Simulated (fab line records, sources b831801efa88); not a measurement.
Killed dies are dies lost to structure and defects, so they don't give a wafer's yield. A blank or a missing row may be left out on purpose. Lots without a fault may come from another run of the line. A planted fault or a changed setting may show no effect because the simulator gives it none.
fab line records | flow sfq_line
record lots=7 wafers=21 last_day=81
route steps=325 shown I4@176 JJ@178
lots that met no fault: from a run of the same line without faults
start_h: hours from the record's first day to the start of the lot's first wafer shown | wait_h: hours since the lot's step before | " the same as in the row above | L1.1+2: a row that stands for several wafers | - no value, or no start given | * or withheld: withheld | < > ~ a bound
route shown NAME@n: a module of which the file shows steps, and the number in the route of the first | usual: mean/standard deviation of fault-free wafers | same: alike in all rows | chamber/n: place in a boat | sites: the reading at each site | _std_site: their standard deviation | _edge_site: outer sites' mean less inner sites' | radius_mm: how far each site lies from the wafer's centre | mask NAME#n: copy n | behind: the tool/chamber that last shaped the wafer | hold: why the lot was held/for how many hours/how that ended | device: the transistor (n, p or np) that didn't switch | end of line: the same wafers' tests at the end of the route | a step without rows: its recipe alone | killed: dies lost to structure and defects at the first sort, not the wafer's yield | map: a wafer's dies, x killed, . not, _ none there
set.NAME: the setting as run; set.NAME@STEP: as run at that earlier step | model.NAME: the simulator's own value behind a step, which no gauge read
lots at some steps of the route; a table a step, a row a wafer
services: from which hour (start_h, from the record's first day; less than 0 if before it) a tool's chamber was out of use, for how many hours, and why
## steps
# step SFQ_TRILAYER_I4_VIA_STRIP_STRIP_107
# recipe gas=O2 power_w=200 platen_temp_c=40 overash_fraction=0.65 chemistry=O2 pressure_mtorr=50
# usual drypump_motor_current_A=5.4/0.36 oes_product_au=0.996/0.015
# same overash_fraction=0.65
# columns lot.wafer tool chamber start_h wait_h drypump_motor_current_A oes_product_au rf_hours_counter_h
L989.1 rie_metal-04 1 1166.07 - 5.2 1.007 9
L989.4 " 1 " " 5.2 0.999 -
L989.5 " 1 " " 5.2 1.008 -
L993.2 rie_metal-04 0 1227.07 - 5.5 0.996 9
L993.3 " 1 " " 5.2 1.024 -
L993.4 " 0 " " 5.5 0.987 -
L996.3 rie_metal-04 1 1353.28 - 5.2 1.005 -
L996.4 " 0 " " 5.5 0.975 -
L996.5 " 1 " " 5.2 1.003 -
L997.1 rie_metal-03 0 1356.68 - 5.0 1.003 33
L997.3 " 0 " " 5.0 1.018 -
L997.4 " 1 " " 5.7 0.972 -
L998.2 rie_metal-03 1 1365.08 - 5.6 0.991 17
L998.4 " 0 " " 5.0 1.021 -
L998.6 " 0 " " 5.0 1.014 -
L999.2 rie_metal-04 0 1375.88 - 5.5 0.991 37
L999.3 " 1 " " 5.2 1.013 -
L999.4 " 0 " " 5.5 0.994 -
L105.2 rie_metal-04 1 1441.26 - 5.2 1.003 57
L105.3 " 1 " " 5.2 0.998 -
L105.4 " 0 " " 5.5 0.982 -
# step SFQ_TRILAYER_I4_VIA_STRIP_SOLV_CLEAN_108
# recipe chemistry=NMP temp_c=70 time_s=600
# step SFQ_TRILAYER_JJ_TRILAYER_DEP_PRE_CLEAN_113
# recipe gas=Ar time_s=22.5 bias_v=250
# step SFQ_TRILAYER_JJ_TRILAYER_DEP_SPUTTER_109
# recipe material=Nb base_pressure_pa=1.33e-06 chamber_pressure_pa=0.1333 substrate_temp_c=20 target_thk_nm=150 power_w=2000 time_s=100
# usual throttle_valve_pct=29.8/1.5
# columns lot.wafer tool chamber start_h wait_h throttle_valve_pct
L989.1 pvd_sputter-05 - 1167.49 0.0 30.9
L989.4 " - " " 31.7
L989.5 " - " " 30.7
L993.2 pvd_sputter-04 - 1227.87 0.0 30.8
L993.3 " - " " 27.6
L993.4 " - " " 27.8
L996.3 pvd_sputter-03 - 1353.89 0.0 31.8
L996.4 " - " " 28.4
L996.5 " - " " 28.5
L997.1 pvd_sputter-05 - 1357.49 0.0 30.4
L997.3 " - " " 31.7
L997.4 " - " " 30.8
L998.2 pvd_sputter-03 - 1365.89 0.0 31.8
L998.4 " - " " 29.0
L998.6 " - " " 28.9
L999.2 pvd_sputter-04 - 1376.69 0.0 30.8
L999.3 " - " " 28.1
L999.4 " - " " 27.4
L105.2 pvd_sputter-05 - 1442.07 0.0 28.5
L105.3 " - " " 30.9
L105.4 " - " " 30.2
# step SFQ_TRILAYER_JJ_TRILAYER_DEP_SPUTTER_110
# recipe material=Al base_pressure_pa=1.33e-06 target_thk_nm=8 power_w=500 time_s=10 chamber_pressure_pa=0.4
# usual throttle_valve_pct=29.8/1.4
# columns lot.wafer tool chamber start_h wait_h throttle_valve_pct
L989.1 pvd_sputter-05 - 1167.56 0.0 30.7
L989.4 " - " " 32.0
L989.5 " - " " 30.9
L993.2 pvd_sputter-04 - 1227.94 0.0 30.7
L993.3 " - " " 27.2
L993.4 " - " " 28.0
L996.3 pvd_sputter-03 - 1353.96 0.0 31.6
L996.4 " - " " 28.5
L996.5 " - " " 28.5
L997.1 pvd_sputter-05 - 1357.56 0.0 30.1
L997.3 " - " " 31.6
L997.4 " - " " 30.7
L998.2 pvd_sputter-03 - 1365.96 0.0 31.7
L998.4 " - " " 28.6
L998.6 " - " " 28.7
L999.2 pvd_sputter-04 - 1376.76 0.0 30.7
L999.3 " - " " 27.9
L999.4 " - " " 27.4
L105.2 pvd_sputter-05 - 1442.14 0.0 28.3
L105.3 " - " " 30.8
L105.4 " - " " 30.4
# step SFQ_TRILAYER_JJ_TRILAYER_DEP_AL_OXIDATION_111
# recipe pressure_mbar=0.014667 oxidation_time_s=600 temperature_k=293
# step SFQ_TRILAYER_JJ_TRILAYER_DEP_SPUTTER_112
# recipe material=Nb base_pressure_pa=1.33e-06 chamber_pressure_pa=0.1333 substrate_temp_c=20 target_thk_nm=170 power_w=2000 time_s=113.3
# usual throttle_valve_pct=29.8/1.5
# columns lot.wafer tool chamber start_h wait_h throttle_valve_pct
L989.1 pvd_sputter-05 - 1168.58 0.5 31.0
L989.4 " - " " 32.0
L989.5 " - " " 31.1
L993.2 pvd_sputter-04 - 1228.96 0.5 30.9
L993.3 " - " " 27.3
L993.4 " - " " 28.1
L996.3 pvd_sputter-03 - 1354.98 0.5 31.3
L996.4 " - " " 28.5
L996.5 " - " " 28.4
L997.1 pvd_sputter-05 - 1358.58 0.5 30.4
L997.3 " - " " 31.9
L997.4 " - " " 30.7
L998.2 pvd_sputter-03 - 1366.98 0.5 31.8
L998.4 " - " " 29.0
L998.6 " - " " 28.7
L999.2 pvd_sputter-04 - 1377.78 0.5 30.8
L999.3 " - " " 28.2
L999.4 " - " " 27.2
L105.2 pvd_sputter-05 - 1443.16 0.5 28.0
L105.3 " - " " 30.9
L105.4 " - " " 30.1
# step SFQ_JJ_RS_MEAS_929
# recipe thk_meas_gauge=four-point-probe reads=Nb_of_TRILAYER_JJ_TRILAYER_DEP_SPUTTER_112
# usual JJ_NB_RS=1.051/0.012
# columns lot.wafer tool chamber start_h wait_h JJ_NB_RS[ohm/sq]
L989.1 film_metro-03 - 1168.66 0.0 1.049
L989.4 " - " " 1.050
L989.5 " - " " 1.038
L993.2 film_metro-03 - 1229.06 0.1 1.069
L993.3 " - " " 1.052
L993.4 " - " " 1.058
L996.3 film_metro-03 - 1355.10 0.1 1.058
L996.4 " - " " 1.057
L996.5 " - " " 1.055
L997.1 film_metro-02 - 1358.66 0.0 1.053
L997.3 " - " " 1.031
L997.4 " - " " 1.035
L998.2 film_metro-02 - 1367.08 0.1 1.078
L998.4 " - " " 1.063
L998.6 " - " " 1.066
L999.2 film_metro-04 - 1377.88 0.1 1.049
L999.3 " - " " 1.041
L999.4 " - " " 1.032
L105.2 film_metro-02 - 1443.26 0.1 1.049
L105.3 " - " " 1.046
L105.4 " - " " 1.061
# step SFQ_TRILAYER_JJ_CE_LITHO_COAT_119
# recipe resist=BARC spin_rpm=3000 resist_thk_nm=62
# step SFQ_TRILAYER_JJ_CE_LITHO_COAT_114
# recipe resist=KrF spin_rpm=3000 resist_thk_nm=600
# step SFQ_TRILAYER_JJ_CE_LITHO_SOFTBAKE_118
# recipe temp_c=withheld time_s=withheld resist=KrF
# step SFQ_TRILAYER_JJ_CE_LITHO_EXPOSE_115
# recipe mask_id=J5 na=0.6 source_shape=conventional sigma_outer=0.65 target_cd_nm=700 dose_mj=14.4
# usual exposure_dose_mJ_cm2=14.398/0.016 focus_offset_nm=0.0/0.53
# columns lot.wafer tool chamber start_h wait_h mask exposure_dose_mJ_cm2 focus_offset_nm
L989.1 krf_scanner-01 0 1297.39 - J5#0 14.382 0.1
L989.4 " 0 " " J5#0 14.389 0.0
L989.5 " 0 " " J5#0 14.385 0.9
L993.2 krf_scanner-02 0 1304.49 - J5#0 14.411 0.5
L993.3 " 0 " " J5#0 14.432 0.5
L993.4 " 0 " " J5#0 14.413 1.6
L996.3 krf_scanner-01 - 1433.98 - J5#0 - -
L996.4 " - " " J5#0 - -
L996.5 " - " " J5#0 - -
L997.1 krf_scanner-01 - 1434.78 - J5#0 - -
L997.3 " - " " J5#0 - -
L997.4 " - " " J5#0 - -
L998.2 krf_scanner-01 - 1442.18 - J5#0 - -
L998.4 " - " " J5#0 - -
L998.6 " - " " J5#0 - -
L999.2 krf_scanner-01 0 1456.58 - J5#0 14.395 0.2
L999.3 " 0 " " J5#0 14.393 0.1
L999.4 " 0 " " J5#0 14.392 -0.3
L105.2 krf_scanner-02 0 1555.73 - J5#0 14.424 -0.2
L105.3 " 0 " " J5#0 14.441 -0.3
L105.4 " 0 " " J5#0 14.425 -0.1
# step SFQ_TRILAYER_JJ_CE_LITHO_PEB_117
# recipe peb_temp_c=115 peb_time_s=60 resist=KrF
## services
# columns tool chamber start_h hours kind
krf_scanner-01 - 1145.58 0.8 pm
krf_scanner-01 - 1206.33 1.0 pm
krf_scanner-01 - 1238.77 1.3 pm
krf_scanner-01 - 1247.72 0.9 repair
pvd_sputter-05 - 1256.87 4.1 repair
krf_scanner-01 - 1257.04 0.8 pm
pvd_sputter-05 - 1279.63 54.3 repair
pvd_sputter-05 - 1291.66 1.2 repair
pvd_sputter-05 - 1328.50 5.1 repair
krf_scanner-01 - 1375.39 1.0 pm
pvd_sputter-04 - 1379.86 0.6 repair
krf_scanner-01 - 1385.99 4.4 pm
krf_scanner-01 - 1394.58 1.4 repair
pvd_sputter-05 - 1394.72 10.5 repair
pvd_sputter-04 - 1406.95 2.3 repair
krf_scanner-01 - 1413.90 1.3 pm
krf_scanner-01 - 1422.91 0.9 repair
pvd_sputter-04 - 1425.00 1.3 repair
krf_scanner-01 - 1425.03 3.0 pm
krf_scanner-01 - 1428.03 0.8 pm
pvd_sputter-03 - 1441.77 6.0 repair
krf_scanner-01 - 1500.59 1.7 repair
pvd_sputter-05 - 1510.74 3.7 repair
pvd_sputter-03 - 1540.05 1.8 repair
## key
first_sign step=SFQ_TRILAYER_JJ_CE_LITHO_EXPOSE_115 reading=tool_record direction=missing
effect none on later readings
met_at SFQ_TRILAYER_JJ_CE_LITHO_EXPOSE_115
struck_wafers L996.3,L996.4,L996.5,L997.1,L997.3,L997.4,L998.2,L998.4,L998.6
onset_between 1297.39 1433.98
fault kind=skipped_step_whole tool=krf_scanner-01 chamber=- onset_h=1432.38 steps=SFQ_TRILAYER_JJ_CE_LITHO_EXPOSE_115 scope=struck_lots_only
